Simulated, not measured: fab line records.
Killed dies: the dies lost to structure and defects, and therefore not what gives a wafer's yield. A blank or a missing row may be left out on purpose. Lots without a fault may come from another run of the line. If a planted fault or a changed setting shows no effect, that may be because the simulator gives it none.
fab line records ; flow sky130
record: lots: 13; wafers: 39; last-day: 51
route steps=708 shown NWELL@80 VT_ADJUST_PCH@150 METAL1@453 CAPM@539 PAD_OPEN@708
lots with no fault: from the same line, run without faults
start-h: hours from the record's first day to the start of the lot's first wafer shown ; wait-h: hours since the lot's step before ; " same as the row above ; L1.1+2: a single row standing in for several wafers ; - no value, or no start given ; * or withheld: withheld ; < > ~ a bound
route shown NAME@n: names a module that has steps shown in the file, with the first one's number in the route ; usual: the fault-free wafers' mean and standard deviation ; same: alike in all rows ; chamber/n: place in a boat ; sites: per-site readings ; _std_site: the values' standard deviation ; _edge_site: the outer-site mean with the inner-site mean subtracted ; radius-mm: for every site, how far away it sits from the centre of the wafer ; mask NAME#n: copy n ; behind: tool/chamber where the wafer was last shaped ; hold: cause of the lot's hold/its duration in hours/its outcome ; device: the transistor (n, p or np) that didn't switch ; end of line: the tests these same wafers got at the end of their route ; step lacking rows: just its recipe ; killed: count of dies lost to structure and defects at first sort (not the wafer's yield) ; map: a wafer's dies, marking killed ones x, the rest . and places with no die _
set.NAME: the setting that was run; set.NAME@STEP: the one run at that earlier step ; model.NAME: the simulator's own value behind a step, which no gauge read
the route's steps for a sample of lots (tables are steps, rows are wafers)
services: the hour from which a tool's chamber was out of use, counted from the record's first day as start-h (under 0 if before that day), plus the number of hours and why
== steps ==
step: SKY_NWELL_CLEAN_27
recipe: chemistry: SC1/SC2; mix: 1:4:20; temp-c: 70; time-s: 150; dry: n2-spin
usual: run-length-s: 179/3.8
lot.wafer;tool;chamber;start-h;wait-h;run-length-s
L457.2;wet-bench-01;2;102.72;0.0;183
L457.3;wet-bench-01;2;102.72;0.0;183
L457.5;wet-bench-01;2;102.72;0.0;183
L460.1;wet-bench-02;1;120.40;0.1;175
L460.5;wet-bench-02;1;120.40;0.1;175
L460.6;wet-bench-02;1;120.40;0.1;175
L463.3;wet-bench-02;1;142.80;0.0;176
L463.5;wet-bench-02;1;142.80;0.0;176
L463.6;wet-bench-02;1;142.80;0.0;176
L464.2;wet-bench-02;3;150.85;0.0;174
L464.3;wet-bench-02;3;150.85;0.0;174
L464.6;wet-bench-02;3;150.85;0.0;174
L466.2;wet-bench-03;2;165.32;0.0;175
L466.3;wet-bench-03;2;165.32;0.0;175
L466.4;wet-bench-03;2;165.32;0.0;175
L468.1;wet-bench-02;1;171.58;0.1;184
L468.4;wet-bench-02;1;171.58;0.1;184
L468.6;wet-bench-02;1;171.58;0.1;184
L469.2;wet-bench-02;1;178.03;0.0;183
L469.4;wet-bench-02;1;178.03;0.0;183
L469.5;wet-bench-02;1;178.03;0.0;183
L472.3;wet-bench-02;2;195.00;0.0;184
L472.4;wet-bench-02;2;195.00;0.0;184
L472.5;wet-bench-02;2;195.00;0.0;184
L473.1;wet-bench-03;2;200.72;0.1;184
L473.2;wet-bench-03;2;200.72;0.1;184
L473.3;wet-bench-03;2;200.72;0.1;184
L475.1;wet-bench-02;1;211.03;0.1;111
L475.2;wet-bench-02;1;211.03;0.1;111
L475.6;wet-bench-02;1;211.03;0.1;111
L477.1;wet-bench-02;2;221.57;0.1;113
L477.3;wet-bench-02;2;221.57;0.1;113
L477.5;wet-bench-02;2;221.57;0.1;113
L479.1;wet-bench-01;0;235.28;0.1;177
L479.2;wet-bench-01;0;235.28;0.1;177
L479.5;wet-bench-01;0;235.28;0.1;177
L480.2;wet-bench-01;3;245.35;0.0;175
L480.3;wet-bench-01;3;245.35;0.0;175
L480.5;wet-bench-01;3;245.35;0.0;175
step: SKY_VT_ADJUST_PCH_OVL_MEAS_07
usual: VT_ADJUST_PCH_OVL: -1.3/1.2
lot.wafer;tool;chamber;start-h;wait-h;VT_ADJUST_PCH_OVL[nm]
L457.2;overlay-02;-;221.26;-;-1.7
L457.3;overlay-02;-;221.26;-;-0.8
L457.5;overlay-02;-;221.26;-;-0.6
L460.1;overlay-01;-;244.66;-;-2.3
L460.5;overlay-01;-;244.66;-;-1.5
L460.6;overlay-01;-;244.66;-;-2.0
L463.3;overlay-01;-;272.42;-;-0.4
L463.5;overlay-01;-;272.42;-;-0.2
L463.6;overlay-01;-;272.42;-;-1.3
L464.2;overlay-01;-;283.18;-;-2.0
L464.3;overlay-01;-;283.18;-;-1.5
L464.6;overlay-01;-;283.18;-;-2.1
L466.2;overlay-01;-;301.11;-;-0.7
L466.3;overlay-01;-;301.11;-;-1.9
L466.4;overlay-01;-;301.11;-;-1.0
L468.1;overlay-01;-;310.11;-;-2.6
L468.4;overlay-01;-;310.11;-;-1.4
L468.6;overlay-01;-;310.11;-;-1.3
L469.2;overlay-02;-;318.81;-;-0.6
L469.4;overlay-02;-;318.81;-;-0.5
L469.5;overlay-02;-;318.81;-;-0.7
L472.3;overlay-01;-;339.22;-;-1.8
L472.4;overlay-01;-;339.22;-;-1.0
L472.5;overlay-01;-;339.22;-;-2.0
L473.1;overlay-02;-;347.16;-;-1.0
L473.2;overlay-02;-;347.16;-;-0.1
L473.3;overlay-02;-;347.16;-;0.0
L475.1;overlay-01;-;358.61;-;-1.5
L475.2;overlay-01;-;358.61;-;-1.1
L475.6;overlay-01;-;358.61;-;-1.5
L477.1;overlay-02;-;374.17;-;-0.2
L477.3;overlay-02;-;374.17;-;-0.6
L477.5;overlay-02;-;374.17;-;-0.2
L479.1;overlay-01;-;393.01;-;-2.6
L479.2;overlay-01;-;393.01;-;-1.2
L479.5;overlay-01;-;393.01;-;-1.1
L480.2;overlay-01;-;403.51;-;-2.8
L480.3;overlay-01;-;403.51;-;-3.5
L480.5;overlay-01;-;403.51;-;-3.1
step: SKY_METAL1_METAL_ETCH_19
recipe: target-depth-a: 3600; stop-on: SiO2; over-etch-frac: 0.3; time-s: 78; chemistry: Cl2/BCl3; resist-sidewall-deg: 88; pressure-mtorr: 10; icp-w: 900; bias-w: 48.5; Cl2_flow_sccm: 60; bcl3-flow-sccm: 30
usual: drypump-motor-current-A: 5.4/0.35; oes-product-au: 0.852/0.0057; throttle-valve-pct: 22.264/0.0093
lot.wafer;tool;chamber;start-h;wait-h;drypump-motor-current-A;oes-product-au;rf-hours-counter-h;throttle-valve-pct
L457.2;rie-metal-01;1;753.63;0.0;6.1;0.862;3;22.269
L457.3;rie-metal-01;1;753.63;0.0;6.1;0.856;-;22.260
L457.5;rie-metal-01;1;753.63;0.0;6.1;0.852;-;22.263
L460.1;rie-metal-02;1;782.76;0.0;5.1;0.850;2;22.271
L460.5;rie-metal-02;0;782.76;0.0;5.3;0.847;-;22.265
L460.6;rie-metal-02;1;782.76;0.0;5.1;0.852;-;22.262
L464.2;rie-metal-02;1;824.14;0.0;5.1;0.852;4;22.262
L464.3;rie-metal-02;1;824.14;0.0;5.1;0.854;-;22.272
L464.6;rie-metal-02;0;824.14;0.0;5.3;0.854;-;22.270
L463.3;rie-metal-01;0;825.67;0.1;5.7;0.845;-;22.265
L463.5;rie-metal-01;1;825.67;0.1;6.1;0.854;-;22.264
L463.6;rie-metal-01;0;825.67;0.1;5.6;0.849;-;22.263
L466.2;rie-metal-03;0;837.69;0.0;5.1;0.854;4;22.271
L466.3;rie-metal-03;1;837.69;0.0;5.5;0.858;-;22.259
L466.4;rie-metal-03;0;837.69;0.0;5.1;0.852;-;22.273
L468.1;rie-metal-03;1;848.56;0.0;5.5;0.849;1;22.260
L468.4;rie-metal-03;1;848.56;0.0;5.5;0.841;-;22.265
L468.6;rie-metal-03;0;848.56;0.0;5.0;0.844;-;22.277
L469.2;rie-metal-02;0;856.66;0.0;5.3;0.866;7;22.272
L469.4;rie-metal-02;1;856.66;0.0;5.1;0.851;-;22.262
L469.5;rie-metal-02;0;856.66;0.0;5.3;0.860;-;22.267
L472.3;rie-metal-02;1;877.19;0.1;5.1;0.851;-;22.259
L472.4;rie-metal-02;0;877.19;0.1;5.3;0.848;-;22.272
L472.5;rie-metal-02;1;877.19;0.1;5.1;0.846;-;22.266
L473.1;rie-metal-02;0;889.06;0.0;5.3;0.846;8;22.261
L473.2;rie-metal-02;1;889.06;0.0;5.1;0.849;6;22.270
L473.3;rie-metal-02;1;889.06;0.0;5.1;0.855;-;22.271
L475.1;rie-metal-02;1;897.01;0.0;5.1;0.855;6;22.274
L475.2;rie-metal-02;0;897.01;0.0;5.3;0.856;9;22.244
L475.6;rie-metal-02;1;897.01;0.0;5.1;0.845;-;22.275
L477.1;rie-metal-03;1;908.71;0.0;5.5;0.851;4;22.263
L477.3;rie-metal-03;0;908.71;0.0;5.0;0.858;-;22.274
L477.5;rie-metal-03;0;908.71;0.0;5.0;0.842;-;22.260
L479.1;rie-metal-01;1;926.41;0.0;6.1;0.850;10;22.247
L479.2;rie-metal-01;0;926.41;0.0;5.6;0.853;0;22.281
L479.5;rie-metal-01;1;926.41;0.0;6.1;0.860;-;22.261
L480.2;rie-metal-02;1;954.71;0.0;5.1;0.860;9;22.251
L480.3;rie-metal-02;1;954.71;0.0;5.1;0.857;-;22.266
L480.5;rie-metal-02;1;954.71;0.0;5.1;0.866;-;22.261
step: SKY_CAPM_SPUTTER_02
recipe: material: TiN; target-thk-nm: 200; temp-c: 300; power-w: 6500; time-s: 166.7; chamber-pressure-pa: 0.4
usual: throttle-valve-pct: 29.9/0.58
lot.wafer;tool;chamber;start-h;wait-h;throttle-valve-pct
L457.2;pvd-sputter-03;-;840.15;0.0;29.6
L457.3;pvd-sputter-03;-;840.15;0.0;28.6
L457.5;pvd-sputter-03;-;840.15;0.0;29.1
L460.1;pvd-sputter-02;-;867.90;0.1;30.2
L460.5;pvd-sputter-02;-;867.90;0.1;29.4
L460.6;pvd-sputter-02;-;867.90;0.1;30.1
L464.2;pvd-sputter-01;-;907.38;0.0;30.6
L464.3;pvd-sputter-01;-;907.38;0.0;31.4
L464.6;pvd-sputter-01;-;907.38;0.0;31.4
L463.3;pvd-sputter-02;-;908.04;0.0;30.1
L463.5;pvd-sputter-02;-;908.04;0.0;29.9
L463.6;pvd-sputter-02;-;908.04;0.0;29.4
L466.2;pvd-sputter-02;-;919.79;0.0;30.2
L466.3;pvd-sputter-02;-;919.79;0.0;30.2
L466.4;pvd-sputter-02;-;919.79;0.0;29.6
L468.1;pvd-sputter-01;-;931.40;0.1;31.4
L468.4;pvd-sputter-01;-;931.40;0.1;30.4
L468.6;pvd-sputter-01;-;931.40;0.1;30.9
L469.2;pvd-sputter-03;-;939.29;0.0;29.5
L469.4;pvd-sputter-03;-;939.29;0.0;29.1
L469.5;pvd-sputter-03;-;939.29;0.0;29.6
L472.3;pvd-sputter-01;-;957.89;0.0;30.3
L472.4;pvd-sputter-01;-;957.89;0.0;30.4
L472.5;pvd-sputter-01;-;957.89;0.0;31.1
L473.1;pvd-sputter-02;-;969.62;0.1;30.1
L473.2;pvd-sputter-02;-;969.62;0.1;29.6
L473.3;pvd-sputter-02;-;969.62;0.1;30.2
L475.1;pvd-sputter-02;-;974.08;0.1;29.4
L475.2;pvd-sputter-02;-;974.08;0.1;30.1
L475.6;pvd-sputter-02;-;974.08;0.1;29.6
L477.1;pvd-sputter-03;-;993.33;0.1;29.5
L477.3;pvd-sputter-03;-;993.33;0.1;29.3
L477.5;pvd-sputter-03;-;993.33;0.1;29.7
L479.1;pvd-sputter-02;-;999.76;0.1;30.1
L479.2;pvd-sputter-02;-;999.76;0.1;29.8
L479.5;pvd-sputter-02;-;999.76;0.1;30.1
L480.2;pvd-sputter-02;-;1039.52;0.0;29.6
L480.3;pvd-sputter-02;-;1039.52;0.0;30.2
L480.5;pvd-sputter-02;-;1039.52;0.0;29.8
step: SKY_PAD_OPEN_PROBE_99
usual: killed_at_M0_to_M3: 43/6.4; killed_at_M4_up: 3.2/1.8; killed-at-contacts: 25/5.8; killed-at-front-end: 16/4.1; killed-at-other: 0.2/0.47; killed-dies: 88/9.9; killed-open: 47/7.3; killed-short: 40/7.1
same: gross-dies: 492; killed-at-back-side: 0
lot.wafer;tool;chamber;start-h;wait-h;killed_at_M0_to_M3;killed_at_M4_up;killed-at-contacts;killed-at-front-end;killed-at-other;killed-dies;killed-open;killed-short
L463.3;prober-01;-;1127.28;0.2;38;6;27;9;0;80;46;34
L463.5;prober-01;-;1127.38;0.2;46;5;32;11;0;94;56;38
L463.6;prober-01;-;1127.43;0.2;47;3;42;18;0;110;67;43
L466.2;prober-02;-;1132.87;0.1;43;4;21;17;0;85;51;34
L466.3;prober-02;-;1132.92;0.2;41;5;31;11;1;89;47;42
L466.4;prober-02;-;1132.97;0.2;39;3;19;15;0;76;43;33
killed by level:class
L463.3 VIA1:geometric-particle:open=10 CONTACT:geometric-particle:open=8 LI_CONTACT:geometric-particle:open=7 VIA1:geometric-particle:short=7 CONTACT:geometric-particle:short=5 VIA2:geometric-particle:open=5 VIA3:geometric-particle:open=4 FIELD_ISO:geometric-particle:short=3
L463.5 CONTACT:geometric-particle:open=16 VIA1:geometric-particle:open=12 LI_CONTACT:geometric-particle:open=7 VIA3:geometric-particle:open=6 VIA2:geometric-particle:open=6 VIA1:geometric-particle:short=5 CONTACT:geometric-particle:short=5 METAL1:geometric-particle:short=5
L463.6 CONTACT:geometric-particle:open=18 VIA1:geometric-particle:open=15 LI_CONTACT:geometric-particle:open=13 FIELD_ISO:geometric-particle:short=7 FIELD_ISO:geometric-particle:open=6 LOCAL_INTERCONNECT:geometric-particle:short=6 VIA1:geometric-particle:short=6 VIA2:geometric-particle:open=6
L466.2 VIA1:geometric-particle:open=10 VIA3:geometric-particle:open=8 CONTACT:geometric-particle:open=7 METAL1:geometric-particle:short=7 VIA2:geometric-particle:open=7 POLY_GATE:geometric-particle:open=6 LI_CONTACT:geometric-particle:open=5 LOCAL_INTERCONNECT:geometric-particle:short=5
L466.3 CONTACT:geometric-particle:open=12 VIA2:geometric-particle:open=10 CONTACT:geometric-particle:short=8 LI_CONTACT:geometric-particle:open=7 VIA1:geometric-particle:open=7 METAL2:geometric-particle:short=6 VIA3:geometric-particle:open=5 METAL1:geometric-particle:short=5
L466.4 VIA1:geometric-particle:open=11 CONTACT:geometric-particle:open=10 METAL1:geometric-particle:short=9 VIA2:geometric-particle:open=6 FIELD_ISO:geometric-particle:open=5 FIELD_ISO:geometric-particle:short=5 METAL2:geometric-particle:short=5 LI_CONTACT:geometric-particle:open=4
== services ==
tool;chamber;start-h;hours;kind
pvd-sputter-02;-;124.88;21.2;repair
rie-metal-01;1;161.76;9.3;repair
pvd-sputter-03;-;173.78;12.8;repair
wet-bench-01;-;182.19;1.2;repair
rie-metal-01;-;186.99;1.4;pm
pvd-sputter-02;-;264.90;1.9;repair
pvd-sputter-02;-;289.58;0.8;repair
pvd-sputter-02;-;365.59;1.3;repair
pvd-sputter-02;-;424.65;0.5;repair
rie-metal-02;1;464.38;16.5;repair
pvd-sputter-02;-;489.86;8.7;repair
rie-metal-02;-;543.08;0.7;repair
pvd-sputter-02;-;543.23;8.6;repair
wet-bench-02;-;566.35;3.0;repair
rie-metal-02;-;619.09;1.4;repair
rie-metal-02;-;760.79;2.8;pm
pvd-sputter-02;-;777.51;3.1;repair
pvd-sputter-02;-;807.70;3.8;repair
pvd-sputter-02;-;813.95;5.4;repair
pvd-sputter-02;-;890.26;7.2;repair
rie-metal-02;0;905.12;13.0;repair
rie-metal-02;1;915.07;13.8;repair
rie-metal-02;0;944.98;5.0;repair
wet-bench-02;-;947.67;1.9;pm
== key ==
first-sign: step: SKY_NWELL_CLEAN_27; reading: run-length-s; direction: down; sigmas: 18; usual: *; struck: *
effect none on later readings
met-at SKY_NWELL_CLEAN_27
struck-lots L475,L477
tester-left-out L475,L477
not-acting-at SKY_VT_ADJUST_PCH_OVL_MEAS_07,SKY_METAL1_METAL_ETCH_19,SKY_CAPM_SPUTTER_02
onset-between 195.00 211.03
fault: kind: process-parameter-drift; tool: wet-bench-02; chamber: -; onset-h: 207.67; steps: SKY_NWELL_CLEAN_27; channel: time-s; offset: *; shape: step; end-h: 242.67; acts-in: *; stated: *
tester-left-out: of these lots the tester's yield and bins aren't shown, on N5 and GAA mostly nor the transistor test; their killed dies are dies lost to structure and defects alone, not to doping, threshold or leakage, so they don't give the yield
